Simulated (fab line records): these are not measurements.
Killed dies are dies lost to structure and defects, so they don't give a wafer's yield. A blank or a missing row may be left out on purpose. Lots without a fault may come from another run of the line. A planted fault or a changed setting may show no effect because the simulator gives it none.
A struck lot beside a sound one -- flow gf180mcu -- 21 out of 602 route steps
Sound: wafers L526.2, L526.4, L526.5. Struck: wafer L538.4; the same lot's L538.6 was not struck, so it is left out; see the end for the cause.
Order at every step that has rows: each side's tool, ch and its chambers, its first start. Under that, the readings that differ: sound wafers -- struck wafers -- difference of the means -- sigmas: that difference in standard deviations of wafers without a fault.
alike: words and numbers the same on both sides, and readings whose means are apart by under 2 such deviations; not compared: readings that were withheld, readings missing a value for some wafer, numbers with overlapping values and no deviation given by the record, and bounds like >300 which may hide the same value.
A row with sigmas, a row that says differs or no value, or rows on one side alone: a step with any of these is where the two part. Numbers that have no deviation but don't overlap get no sigmas and don't part them. A reading missing from all wafers of one side parts the sides only when that side holds two or more wafers.

GF_TOP_METAL_CD_MEAS_14 targets a cd of 440 nm.
  struck on cd_sem-02, day 31 20:14; sound on cd_sem-02, day 28 02:37
  alike: cd_nm
GF_TOP_METAL_OVL_MEAS_15:
  struck on overlay-01, day 31 20:18; sound on overlay-01, day 28 02:44
  alike: TOP_METAL_OVL
GF_TOP_METAL_METAL_ETCH_16: etches the open film in Cl2/BCl3, stops on SiO2, target depth 1197 nm, time 199.5 s.
  sound on rie_metal-03 ch 0,1, day 28 02:46; struck on rie_metal-03 ch 1, day 31 20:31
  alike: drypump_motor_current_A, oes_product_au, throttle_valve_pct
  not compared: rf_hours_counter_h
GF_TOP_METAL_STRIP_17: strips in O2/N2.
  sound on plasma_asher-01 ch 0,1, day 28 02:57; struck on plasma_asher-03 ch 1, day 31 20:46
reading,sound,struck,difference,sigmas
drypump_motor_current_A (A),5.8 5.9 5.4,6.4,+0.7,+2
heater_power_w (W),291 289 365,381,+66,+2
  alike: oes_product_au, platen_temp_c, strip_time_to_endpoint_s
  not compared: rf_hours_counter_h
then, 2 steps without rows for these wafers: GF_TOP_METAL_STRIP_18 (strips in post etch residue remover, time 1200 s); GF_TOP_METAL_CLEAN_19 (cleans in DIW).
GF_PASSIVATION_CVD_00: deposits SiO2 from TEOS, target thk 1000 nm, time 111.95 s.
  sound on pecvd-03 ch 1, day 28 03:31; struck on pecvd-02 ch 1, day 31 21:18
reading,sound,struck,difference,sigmas
susceptor_temp_C (C),400.02 400.45 400.21,399.66,-0.57,-2
  alike: heater_power_w
  not compared: since_wet_clean_h
GF_PASSIVATION_THK_MEAS_01:
  struck on film_metro-04, day 31 21:22; sound on film_metro-04, day 28 03:44
  alike: PASSIVATION_CVD_00_THK
GF_PASSIVATION_CVD_02: deposits Si3N4, target thk 700 nm, time 486.18 s.
  sound on pecvd-02 ch 0,2, day 28 03:47; struck on pecvd-03 ch 2, day 31 21:32
  alike: heater_power_w, susceptor_temp_C
  not compared: since_wet_clean_h
GF_PASSIVATION_THK_MEAS_03:
  struck on film_metro-04, day 31 21:43; sound on film_metro-04, day 28 04:04
  alike: PASSIVATION_CVD_02_THK
then, 2 steps without rows for these wafers: GF_PASSIVATION_DEHYDRATE_04 (time 60 s); GF_PASSIVATION_HMDS_05 (prime time 60 s).
GF_PASSIVATION_COAT_06: resist thk 4000 nm.
  sound on litho_track-02 ch 0, day 28 14:09; struck on litho_track-04 ch 0, day 32 05:26
reading,sound,struck,difference,sigmas
model.coat_of_PASSIVATION_COAT_06.thk_nm (nm),3987 3992 3999,4123,+130,
then, 4 steps without rows for these wafers: GF_PASSIVATION_SOFTBAKE_07; GF_PASSIVATION_EXPOSE_08 (exposes mask Pad, target cd 40000 nm); GF_PASSIVATION_PEB_09; GF_PASSIVATION_DEVELOP_10 (develop time 60 s).
GF_PASSIVATION_ETCH_11: etches the open film in CF4/O2, stops on TiN, target depth 2040 nm, time 453.3 s.
  sound on rie_diel-03 ch 1,2, day 28 23:17; struck on rie_diel-02 ch 1, day 32 14:03
reading,sound,struck,difference,sigmas
model.coat_of_PASSIVATION_COAT_06.thk_nm (nm),2627 2607 2641,2756,+131,
  alike: O2_flow_sccm, cf4_flow_sccm, drypump_motor_current_A, oes_product_au, throttle_valve_pct
  not compared: rf_hours_counter_h
GF_PASSIVATION_STRIP_12: strips in O2/N2.
  sound on plasma_asher-02 ch 0,1, day 28 23:33; struck on plasma_asher-03 ch 0, day 32 14:21
reading,sound,struck,difference,sigmas
drypump_motor_current_A (A),6.27 6.11 6.29,5.78,-0.44,-2
strip_time_to_endpoint_s (s),32.81 32.57 32.96,34.26,+1.48,+6
  alike: heater_power_w, oes_product_au, platen_temp_c
  not compared: rf_hours_counter_h
then, 2 steps without rows for these wafers: GF_PASSIVATION_ANNEAL_13 (time 1800 s); GF_PASSIVATION_PROBE_99.

## WHERE THEY PART
At GF_TOP_METAL_STRIP_17 first; at GF_PASSIVATION_STRIP_12 last (within this record only).

WHY: the cause the simulator had injected
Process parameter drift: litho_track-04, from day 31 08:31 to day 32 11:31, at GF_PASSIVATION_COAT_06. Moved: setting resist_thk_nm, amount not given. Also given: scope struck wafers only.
